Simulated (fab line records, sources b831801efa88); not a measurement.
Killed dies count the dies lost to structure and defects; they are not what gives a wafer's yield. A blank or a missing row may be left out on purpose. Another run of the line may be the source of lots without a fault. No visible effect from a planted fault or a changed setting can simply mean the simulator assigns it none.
The tool behind it: which one? | flow sky130 | 38 wafers from 13 lots sampled at 4 of the route's 708 steps

== WHAT THE GAUGES SHOWED, per wafer ==
SKY_NWELL_RS_MEAS_29: uses a four-point probe to measure.
lot  | measured     | on            | NWELL_RS (ohm/sq)
L533 | day 5 07:01  | film metro-03 | 626.6 628.6 628.0
L535 | day 6 00:04  | film metro-03 | 628.4 626.4 627.5
L537 | day 6 16:25  | film metro-03 | 626.4 627.0 625.5
L539 | day 7 03:46  | film metro-02 | 624.7 623.5 624.3
L544 | day 8 00:43  | film metro-03 | 625.0 625.0
L546 | day 8 08:13  | film metro-03 | 628.7 627.2 628.3
L547 | day 8 14:16  | film metro-01 | 624.1 626.0 625.9
L548 | day 8 20:18  | film metro-02 | 625.3 626.3 626.0
L551 | day 9 17:59  | film metro-01 | 623.9 625.4 625.5
L552 | day 10 01:32 | film metro-03 | 628.3 629.0 628.5
L553 | day 10 08:43 | film metro-03 | 626.0 626.3 625.6
L555 | day 10 18:28 | film metro-03 | 626.0 623.9 624.5
L556 | day 11 00:54 | film metro-03 | 624.8 625.2 624.6

SKY_VT_ADJUST_LVTN_TW_MEAS_21.
lot  | measured     | on            | VT_ADJUST_LVTN_2_TW
L533 | day 7 14:19  | film metro-03 | 186.8 187.1 188.2
L535 | day 8 07:00  | film metro-03 | 188.4 188.9 189.5
L537 | day 9 03:19  | film metro-02 | 189.6 190.3 188.6
L539 | day 9 15:40  | film metro-03 | 187.3 187.2 187.5
L544 | day 10 17:19 | film metro-02 | 190.1 189.7
L546 | day 11 03:01 | film metro-03 | 188.5 187.6 187.4
L547 | day 11 09:26 | film metro-04 | 189.1 188.7 189.0
L548 | day 11 15:30 | film metro-02 | 188.6 189.7 189.9
L551 | day 12 17:10 | film metro-02 | 189.5 189.7 189.0
L552 | day 13 01:47 | film metro-02 | 189.3 189.5 190.1
L553 | day 13 08:43 | film metro-02 | 190.6 190.1 190.4
L555 | day 13 17:53 | film metro-03 | 187.9 188.1 186.9
L556 | day 14 00:27 | film metro-04 | 189.2 189.5 189.6

SKY_VT_ADJUST_NCORE_CD_MEAS_07 targets a cd of 380 nm.
lot  | measured     | on        | cd nm (nm)
L533 | day 8 07:02  | cd sem-01 | 379.1 380.2 379.8
L535 | day 9 04:29  | cd sem-02 | 381.0 380.0 380.7
L537 | day 10 00:14 | cd sem-01 | 378.2 376.2 376.4
L539 | day 10 13:28 | cd sem-02 | 389.2 380.6 379.9
L544 | day 11 15:28 | cd sem-02 | 383.4 393.2
L546 | day 12 02:52 | cd sem-01 | 375.5 378.3 377.8
L547 | day 12 08:28 | cd sem-01 | 380.0 378.9 379.0
L548 | day 12 15:48 | cd sem-01 | 375.9 377.6 376.6
L551 | day 13 17:19 | cd sem-02 | 383.2 383.7 384.4
L552 | day 13 23:53 | cd sem-01 | 378.8 378.7 380.4
L553 | day 14 08:59 | cd sem-02 | 380.8 378.7 377.0
L555 | day 14 20:02 | cd sem-02 | 377.6 379.2 380.3
L556 | day 15 02:59 | cd sem-02 | 384.3 381.0 379.7

== EACH LOT AND THE TOOL THAT RAN IT (in order: tool; ch and the chambers of the sampled wafers; start) ==
lot  | SKY_VT_ADJUST_NCORE_DEVELOP_06
L533 | litho track-04 ch 0, day 8 06:53
L535 | litho track-02 ch 0, day 9 04:20
L537 | litho track-04 ch 0, day 10 00:05
L539 | litho track-02 ch 0, day 10 13:19
L544 | litho track-02 ch 0, day 11 15:19
L546 | litho track-01 ch 0, day 12 02:44
L547 | litho track-01 ch 0, day 12 08:20
L548 | litho track-01 ch 0, day 12 15:39
L551 | litho track-01 ch 0, day 13 17:11
L552 | litho track-04 ch 0, day 13 23:44
L553 | litho track-04 ch 0, day 14 08:50
L555 | litho track-04 ch 0, day 14 19:25
L556 | litho track-02 ch 0, day 15 02:49
- SKY_VT_ADJUST_NCORE_DEVELOP_06: develop time 60 s.

== AS READ BY THE TOOLS THEMSELVES (means over the sampled wafers that have a number; for cases with no such wafer, the mark the record gives instead) ==
The record holds no such reading with a usual standard deviation.

== THE ANSWER, worked out from the rows above alone ==
Rule: what is usual is taken from the lots themselves. Put in order of their means at a reading, lots are off if they are a third of the lots or fewer, leave a main group of 4 or more, and stand apart from it by a gap of 3 or more times the standard deviation of the main group's means; of several such gaps the widest counts. Not used: any main group whose means are identical at the precision the tables above print for the reading. A lot without any number at a reading at which 4 lots or more have one is off too. Any other lot the step has rows for is counted as sound. After the gauges, taken in route order, come the tools' own readings; for these a lot's mean is taken, as printed above. The first step at which some lot is off is used, and at that step the reading that is off furthest; a lot without a number counts as furthest.
Across all readings shown, no lot is off: no conclusion can be drawn from this.

== WHAT THE SIMULATOR PUT IN ==
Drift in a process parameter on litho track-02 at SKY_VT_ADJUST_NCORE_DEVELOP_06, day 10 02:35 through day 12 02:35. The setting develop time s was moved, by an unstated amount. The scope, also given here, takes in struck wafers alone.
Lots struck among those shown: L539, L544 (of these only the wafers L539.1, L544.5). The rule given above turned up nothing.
